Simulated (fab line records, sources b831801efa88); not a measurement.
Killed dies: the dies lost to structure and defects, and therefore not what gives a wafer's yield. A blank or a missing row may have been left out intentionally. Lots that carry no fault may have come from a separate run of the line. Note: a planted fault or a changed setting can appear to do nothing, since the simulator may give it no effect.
What tool caused it? || flow gf180mcu || Sampling: 6 lots, 18 wafers, 2 of 602 route steps

== WHAT THE GAUGES READ, wafer by wafer ==
GF_CONTACT_THK_MEAS_01.
{"lot": "L421", "measured": "day 15 06:40", "on": "filmMetro-02", "CONTACT_CVD_00_THK (nm)": "303 301 305"}
{"lot": "L426", "measured": "day 17 11:46", "on": "filmMetro-01", "CONTACT_CVD_00_THK (nm)": "295 300 297"}
{"lot": "L435", "measured": "day 20 15:17", "on": "filmMetro-03", "CONTACT_CVD_00_THK (nm)": "305 147 149"}
{"lot": "L437", "measured": "day 21 08:01", "on": "filmMetro-01", "CONTACT_CVD_00_THK (nm)": "304 305 303"}
{"lot": "L440", "measured": "day 22 12:38", "on": "filmMetro-03", "CONTACT_CVD_00_THK (nm)": "295 297 298"}
{"lot": "L443", "measured": "day 23 01:53", "on": "filmMetro-02", "CONTACT_CVD_00_THK (nm)": "306 307 306"}

== TOOL THAT RAN EACH LOT (tool first, then ch and the chambers of the sampled wafers, then the start) ==
{"lot": "L421", "GF_CONTACT_CVD_00": "hdpcvd-02 ch 1,2, day 15 06:37"}
{"lot": "L426", "GF_CONTACT_CVD_00": "hdpcvd-01 ch 0,2, day 17 11:43"}
{"lot": "L435", "GF_CONTACT_CVD_00": "hdpcvd-01 ch 0,1, day 20 15:14"}
{"lot": "L437", "GF_CONTACT_CVD_00": "hdpcvd-02 ch 0,1,2, day 21 07:58"}
{"lot": "L440", "GF_CONTACT_CVD_00": "hdpcvd-02 ch 0,1,2, day 22 12:35"}
{"lot": "L443", "GF_CONTACT_CVD_00": "hdpcvd-02 ch 0,1,2, day 23 01:50"}
- GF_CONTACT_CVD_00: deposits SiO2, target thk 300 nm, time 50 s.

== THE ANSWER, worked out from the rows above alone ==
Rule: the lots themselves supply what counts as usual. Put in order of their means at a reading, lots are off if they are a third of the lots or fewer, leave a main group of 4 or more, and stand apart from it by a gap of 3 or more times the standard deviation of the main group's means; of several such gaps the widest counts. A main group whose means are all the same, to the digits that the tables above print for the reading, isn't used. A lot without any number at a reading at which 4 lots or more have one is off too. Where the step has rows for the other lots, those lots are counted as sound.
Off: L435, at GF_CONTACT_THK_MEAS_01 (CONTACT_CVD_00_THK). For the main group the mean is 301 nm and the standard deviation 3.8.
If a tool, at a process step before that reading, ran all the lots that are off and no sound lot after the first of them, it fits. The gauges at GF_CONTACT_THK_MEAS_01 are tried like those tools. One fits: GF_CONTACT_CVD_00 on hdpcvd-01. Its last sound lot is L426 (day 17 11:43), its first lot that is off L435 (day 20 15:14): a fault that began between those two fits.

== WHAT THE SIMULATOR HAD INSERTED ==
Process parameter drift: hdpcvd-01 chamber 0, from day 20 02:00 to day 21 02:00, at GF_CONTACT_CVD_00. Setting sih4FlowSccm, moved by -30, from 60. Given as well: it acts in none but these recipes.
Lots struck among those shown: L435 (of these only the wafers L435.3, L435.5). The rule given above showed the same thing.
